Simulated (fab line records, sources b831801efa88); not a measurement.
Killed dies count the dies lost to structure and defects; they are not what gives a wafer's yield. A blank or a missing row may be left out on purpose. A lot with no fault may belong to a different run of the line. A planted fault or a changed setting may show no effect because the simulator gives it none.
Matching of chambers | flow sky130 | rie-diel-03 running SKY_LI_CONTACT_ETCH_14: 4 sister chambers
The step etches BARC in N2/H2, stops on SiO2, time 45.9 s, target depth 60 nm. 16 wafers are shown with their chamber, then 8 later ones without.

== WAFERS WITH THEIR CHAMBER ==
wafer  | chamber | drypump-motor-current-A (A) | rf-fwd-power-W (W) | oes-product-au (a.u.)
L076.4 | 1       | 5.7                         | 498.6              | 0.854
L076.5 | 2       | 6.2                         | 493.1              | 0.855
L076.6 | 3       | 6.2                         | 490.7              | 0.855
L081.1 | 1       | 5.7                         | 496.0              | 0.854
L081.2 | 3       | 6.2                         | 493.4              | 0.859
L081.3 | 2       | 6.2                         | 492.9              | 0.865
L082.1 | 3       | 6.3                         | 493.0              | 0.854
L082.2 | 2       | 6.2                         | 493.2              | 0.855
L082.4 | 0       | 6.1                         | 498.6              | 0.859
L083.1 | 2       | 6.2                         | 494.3              | 0.857
L083.2 | 0       | 6.1                         | 498.6              | 0.849
L083.6 | 3       | 6.2                         | 493.7              | 0.855
L085.1 | 1       | 5.7                         | 495.9              | 0.856
L085.2 | 3       | 6.2                         | 492.9              | 0.856
L085.4 | 0       | 6.1                         | 498.9              | 0.849
L089.1 | 2       | 6.1                         | 493.0              | 0.853

SIGNATURES, as means of the wafers listed above
reading                 | chamber 0 | chamber 1 | chamber 2 | chamber 3 | scatter within a chamber
drypump-motor-current-A | 6.100     | 5.700     | 6.180     | 6.220     | 0.0365
rf-fwd-power-W          | 498.700   | 496.833   | 493.300   | 492.740   | 0.986
oes-product-au          | 0.85233   | 0.85467   | 0.85700   | 0.85580   | 0.00379
Rule: for each reading, subtract the chamber's mean from the wafer's reading, divide by that reading's scatter and square the result; add these up over the readings and take the root, which gives the wafer's distance from the chamber. The wafer belongs to the nearest chamber; if the next one is less than 2 further off, it can't be placed. How the scatter is found: for the shown wafers, subtract from each reading the mean of its chamber, square and add these, divide the total by (wafers less chambers), then take the root.

== WAFERS MISSING THEIR CHAMBER ==
wafer  | drypump-motor-current-A (A) | rf-fwd-power-W (W) | oes-product-au (a.u.)
L089.2 | 6.2                         | 492.9              | 0.857
L089.4 | 5.7                         | 499.4              | 0.855
L087.1 | 6.2                         | 493.6              | 0.855
L087.3 | 6.2                         | 493.6              | 0.859
L087.6 | 6.2                         | 493.3              | 0.853
L093.3 | 6.2                         | 496.6              | 0.856
L093.5 | 6.2                         | 493.4              | 0.852
L093.6 | 6.1                         | 496.6              | 0.856

== EACH ONE'S CHAMBER ==
wafer  | from the rows above          | in truth
L089.2 | can't be placed: 3 or 2      | 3
L089.4 | 1                            | 1
L087.1 | can't be placed: 2 or 3      | 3
L087.3 | can't be placed: 2 or 3      | 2
L087.6 | can't be placed: 3 or 2      | 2
L093.3 | can't be placed: 2 or 0 or 3 | 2
L093.5 | can't be placed: 3 or 2      | 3
L093.6 | can't be placed: 0 or 2      | 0
Correctly placed: 1 of 8. Unplaceable from these rows: 7, with the true chamber sitting among the candidates in 7. Wrongly placed: 0.
